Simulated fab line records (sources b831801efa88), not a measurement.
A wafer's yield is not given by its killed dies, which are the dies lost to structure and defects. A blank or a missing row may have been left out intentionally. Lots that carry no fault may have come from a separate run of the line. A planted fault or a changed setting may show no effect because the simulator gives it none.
fab line records    flow sky130
record lots=5  wafers=15  last-day=50
route steps=708 shown PWDE@55 NWELL@56
lots with no fault: from the same line, run without faults
start-h: start of the lot's first displayed wafer, in hours after the record's first day    wait-h: time in hours since the lot's previous step    " same as the row above    L1.1+2: a row that stands for several wafers    - value missing, or start not given    * or withheld: withheld    < > ~ a bound
route shown NAME@n: NAME is a module with steps in the file, n the number in the route of the first one    usual: mean/standard deviation taken from wafers without a fault    same: alike in all rows    chamber/n: place in a boat    sites: the reading at each site    _std_site: standard deviation across them    _edge_site: mean of outer sites minus mean of inner sites    radius-mm: for every site, how far away it sits from the centre of the wafer    mask NAME#n: copy n    behind: the tool/chamber that last shaped the wafer    hold: the reason the lot was held/the length of the hold in hours/how it ended    device: the transistor (n, p or np) that didn't switch    end of line: the same wafers' tests at the end of the route    a step without rows: its recipe alone    killed: the dies lost at the first sort to structure and to defects; this is not the yield of the wafer    map: shows each die of a wafer: x if killed, . if not, _ if none is there
set.NAME: the setting as run; set.NAME@STEP: as run at that earlier step    model.NAME: the simulator's own value behind a step, which no gauge read
lots at selected steps of the route; one table per step, one row per wafer
services: the hour from which a tool's chamber was out of use, counted from the record's first day as start-h (under 0 if before that day), plus the number of hours and why
## steps
# step SKY_PWDE_TW_MEAS_10
# usual PWDE_TW=373/3.5
lot.wafer  tool           chamber  start-h  wait-h  PWDE_TW
L837.1     film-metro-04  -        85.20    0.1     379
L837.2     "              -        "        "       380
L837.4     "              -        "        "       378
L838.3     film-metro-03  -        85.39    0.1     369
L838.5     "              -        "        "       370
L838.6     "              -        "        "       371
L841.4     film-metro-03  -        110.15   0.1     370
L841.5     "              -        "        "       368
L841.6     "              -        "        "       368
L853.3     film-metro-04  -        163.92   0.1     377
L853.5     "              -        "        "       376
L853.6     "              -        "        "       377
L857.1     film-metro-02  -        187.55   0.1     377
L857.3     "              -        "        "       376
L857.5     "              -        "        "       375
# step SKY_NWELL_DEHYDRATE_03
# recipe temp-c=200  time-s=60
# step SKY_NWELL_HMDS_04
# recipe prime-time-s=60  prime-temp-c=120
# step SKY_NWELL_COAT_05
# recipe spin-rpm=2000  resist-thk-nm=3000
# step SKY_NWELL_SOFTBAKE_06
# recipe temp-c=110  time-s=withheld
# step SKY_NWELL_EXPOSE_07
# recipe mask-id=NWM  na=0.6  source-shape=conventional  sigma-outer=0.6  polarization=unpolarized  target-cd-nm=840  dose-mj=255
# step SKY_NWELL_PEB_08
# recipe temp-c=115  time-s=withheld
# step SKY_NWELL_DEVELOP_09
# recipe wall-angle-deg=90  developer=TMAH  develop-time-s=60  dev-temp-c=23
# step SKY_NWELL_OVL_MEAS_10
# usual NWELL_00_OVL=-0.6/1.3
lot.wafer  tool        chamber  start-h  wait-h  NWELL_00_OVL[nm]
L837.1     overlay-02  -        103.03   -       -1.7
L837.2     "           -        "        "       -2.3
L837.4     "           -        "        "       -1.2
L838.3     overlay-01  -        103.09   -       0.8
L838.5     "           -        "        "       -1.2
L838.6     "           -        "        "       -0.6
L841.4     overlay-02  -        128.25   -       -3.6
L841.5     "           -        "        "       -2.2
L841.6     "           -        "        "       -4.4
L853.3     overlay-02  -        185.24   -       -0.9
L853.5     "           -        "        "       -1.0
L853.6     "           -        "        "       -0.6
L857.1     overlay-01  -        208.58   -       -2.6
L857.3     "           -        "        "       -0.8
L857.5     "           -        "        "       -3.3
# step SKY_NWELL_IMPLANT_11
# recipe species=P  energy-kev=400  dose-cm2=1.9e+13  tilt-deg=withheld
# step SKY_NWELL_IMPLANT_12
# recipe species=P  energy-kev=120  dose-cm2=1.3e+12  tilt-deg=withheld
# step SKY_NWELL_IMPLANT_13
# recipe species=P  energy-kev=50  dose-cm2=7e+11  tilt-deg=withheld
# step SKY_NWELL_STRIP_14
# recipe chemistry=O2/N2  power-w=1400  pressure-mtorr=1500  platen-temp-c=withheld  o2-flow-sccm=3000  n2-flow-sccm=300  overash-fraction=0.5
# usual drypump-motor-current-A=5.73/0.29  oes-product-au=0.722/0.0046  strip-time-to-endpoint-s=36.94/0.1
lot.wafer  tool             chamber  start-h  wait-h  drypump-motor-current-A  oes-product-au  rf-hours-counter-h  strip-time-to-endpoint-s  model.coat_of_NWELL_COAT_05.thk-nm
L837.1     plasma-asher-04  1        103.52   0.1     6.39                     0.729           28                  37.07                     0
L837.2     "                0        "        "       5.77                     0.722           28                  37.04                     0
L837.4     "                1        "        "       6.38                     0.721           -                   37.01                     0
L838.3     plasma-asher-02  0        103.60   0.1     5.83                     0.962           -                   -                         895
L838.5     "                0        "        "       5.83                     0.955           -                   -                         897.1
L838.6     "                1        "        "       5.86                     0.952           -                   -                         898.3
L841.4     plasma-asher-01  0        128.75   0.1     5.48                     0.718           -                   36.81                     0
L841.5     "                0        "        "       5.45                     0.717           -                   37.00                     0
L841.6     "                1        "        "       5.43                     0.728           -                   36.77                     0
L853.3     plasma-asher-02  1        185.75   0.1     5.86                     0.719           -                   36.95                     0
L853.5     "                0        "        "       5.81                     0.713           -                   36.99                     0
L853.6     "                1        "        "       5.85                     0.716           -                   36.95                     0
L857.1     plasma-asher-01  1        209.07   0.1     5.43                     0.724           52                  36.90                     0
L857.3     "                0        "        "       5.49                     0.716           -                   37.04                     0
L857.5     "                0        "        "       5.46                     0.726           -                   36.91                     0
# step SKY_NWELL_TW_MEAS_15
# usual NWELL_TW=1814/15
lot.wafer  tool           chamber  start-h  wait-h  NWELL_TW
L837.1     film-metro-03  -        103.62   0.1     1800
L837.2     "              -        "        "       1806
L837.4     "              -        "        "       1809
L838.3     film-metro-04  -        103.69   0.1     1828
L838.5     "              -        "        "       1844
L838.6     "              -        "        "       1829
L841.4     film-metro-02  -        128.85   0.1     1795
L841.5     "              -        "        "       1814
L841.6     "              -        "        "       1795
L853.3     film-metro-02  -        185.84   0.1     1822
L853.5     "              -        "        "       1821
L853.6     "              -        "        "       1816
L857.1     film-metro-04  -        209.17   0.1     1820
L857.3     "              -        "        "       1813
L857.5     "              -        "        "       1822
# step SKY_NWELL_DEHYDRATE_16
# recipe temp-c=200  time-s=60
# step SKY_NWELL_HMDS_17
# recipe prime-time-s=60  prime-temp-c=120
# step SKY_NWELL_COAT_18
# recipe spin-rpm=2000  resist-thk-nm=3000
# step SKY_NWELL_SOFTBAKE_19
# recipe temp-c=110  time-s=withheld
# step SKY_NWELL_EXPOSE_20
# recipe mask-id=NWM_COMPLEMENT  na=0.6  source-shape=conventional  sigma-outer=0.6  polarization=unpolarized  target-cd-nm=840  dose-mj=260
# step SKY_NWELL_PEB_21
# recipe temp-c=115  time-s=withheld
# step SKY_NWELL_DEVELOP_22
# recipe wall-angle-deg=90  developer=TMAH  develop-time-s=60  dev-temp-c=23
# step SKY_NWELL_OVL_MEAS_23
# usual NWELL_01_OVL=-0.2/1.3
lot.wafer  tool        chamber  start-h  wait-h  NWELL_01_OVL[nm]
L837.1     overlay-02  -        122.05   -       0.5
L837.2     "           -        "        "       0.4
L837.4     "           -        "        "       0.9
L838.3     overlay-01  -        122.41   -       -0.8
L838.5     "           -        "        "       0.0
L838.6     "           -        "        "       -0.4
L841.4     overlay-02  -        148.30   -       0.3
L841.5     "           -        "        "       1.9
L841.6     "           -        "        "       2.4
L853.3     overlay-01  -        206.34   -       0.4
L853.5     "           -        "        "       1.2
L853.6     "           -        "        "       1.1
L857.1     overlay-02  -        231.20   -       -2.1
L857.3     "           -        "        "       -4.3
L857.5     "           -        "        "       -0.8
# step SKY_NWELL_IMPLANT_24
# recipe species=B  energy-kev=140  dose-cm2=9.2e+12  tilt-deg=withheld
# step SKY_NWELL_STRIP_25
# recipe chemistry=O2/N2  power-w=1400  pressure-mtorr=1500  platen-temp-c=withheld  o2-flow-sccm=3000  n2-flow-sccm=300  overash-fraction=0.5
# usual drypump-motor-current-A=5.77/0.29  oes-product-au=0.722/0.0047  strip-time-to-endpoint-s=36.95/0.092
lot.wafer  tool             chamber  start-h  wait-h  drypump-motor-current-A  oes-product-au  rf-hours-counter-h  strip-time-to-endpoint-s
L837.1     plasma-asher-04  1        122.24   0.1     6.38                     0.716           30                  36.87
L837.2     "                0        "        "       5.77                     0.724           30                  36.84
L837.4     "                0        "        "       5.71                     0.723           -                   36.72
L838.3     plasma-asher-02  0        122.62   0.1     5.81                     0.723           -                   50.18
L838.5     "                1        "        "       5.85                     0.730           -                   50.10
L838.6     "                0        "        "       5.81                     0.727           -                   50.25
L841.4     plasma-asher-04  1        148.50   0.1     6.35                     0.727           -                   36.83
L841.5     "                0        "        "       5.73                     0.715           -                   36.80
L841.6     "                1        "        "       6.33                     0.724           -                   36.94
L853.3     plasma-asher-02  1        206.55   0.1     5.85                     0.724           -                   36.98
L853.5     "                1        "        "       5.87                     0.726           -                   37.04
L853.6     "                0        "        "       5.82                     0.726           -                   36.99
L857.1     plasma-asher-01  1        231.38   0.1     5.43                     0.729           54                  37.06
L857.3     "                1        "        "       5.42                     0.730           -                   37.01
L857.5     "                0        "        "       5.48                     0.724           -                   37.07
# step SKY_NWELL_TW_MEAS_26
# usual NWELL_2_TW=494/4.5
lot.wafer  tool           chamber  start-h  wait-h  NWELL_2_TW
L837.1     film-metro-03  -        122.34   0.1     488
L837.2     "              -        "        "       486
L837.4     "              -        "        "       489
L838.3     film-metro-03  -        122.70   0.1     30
L838.5     "              -        "        "       30
L838.6     "              -        "        "       30
L841.4     film-metro-02  -        148.60   0.1     492
L841.5     "              -        "        "       492
L841.6     "              -        "        "       496
L853.3     film-metro-04  -        206.64   0.1     493
L853.5     "              -        "        "       497
L853.6     "              -        "        "       496
L857.1     film-metro-02  -        231.48   0.1     492
L857.3     "              -        "        "       492
L857.5     "              -        "        "       491
# step SKY_NWELL_CLEAN_27
# recipe chemistry=SC1/SC2  mix=1:4:20  temp-c=70  time-s=150  dry=n2-spin
## services
tool             chamber  start-h  hours  kind
plasma-asher-04  -        87.18    9.7    repair
plasma-asher-04  -        157.77   5.4    repair
plasma-asher-04  -        199.23   2.8    pm
plasma-asher-04  -        222.98   4.3    repair
## key
first-sign step=SKY_NWELL_STRIP_14  reading=oes-product-au  direction=up  sigmas=50  usual=0.722  struck=0.956
effect step=SKY_NWELL_STRIP_25  reading=strip-time-to-endpoint-s  direction=up  sigmas=99+  usual=*  struck=*
effect step=SKY_NWELL_TW_MEAS_26  reading=NWELL_2_TW  direction=down  sigmas=99+  usual=494  struck=30
model-effect step=SKY_NWELL_STRIP_14  value=coat_of_NWELL_COAT_05.thk-nm  without=0  struck=896.8
met-at SKY_NWELL_STRIP_14
struck-wafers L838.3,L838.5,L838.6
sort-left-out L838.3,L838.5,L838.6
tester-left-out L838
fault kind=strip-aborted  tool=plasma-asher-02  chamber=-  onset-h=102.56  steps=SKY_NWELL_STRIP_14  offset=0.57454  end-h=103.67
# tester-left-out: of these lots the tester's yield and bins aren't shown, on N5 and GAA mostly nor the transistor test; their killed dies are dies lost to structure and defects alone, not to doping, threshold or leakage, so they don't give the yield
# sort-left-out: the simulated sort isn't trusted on such a fault, so these wafers' sort isn't shown, and their yield isn't known
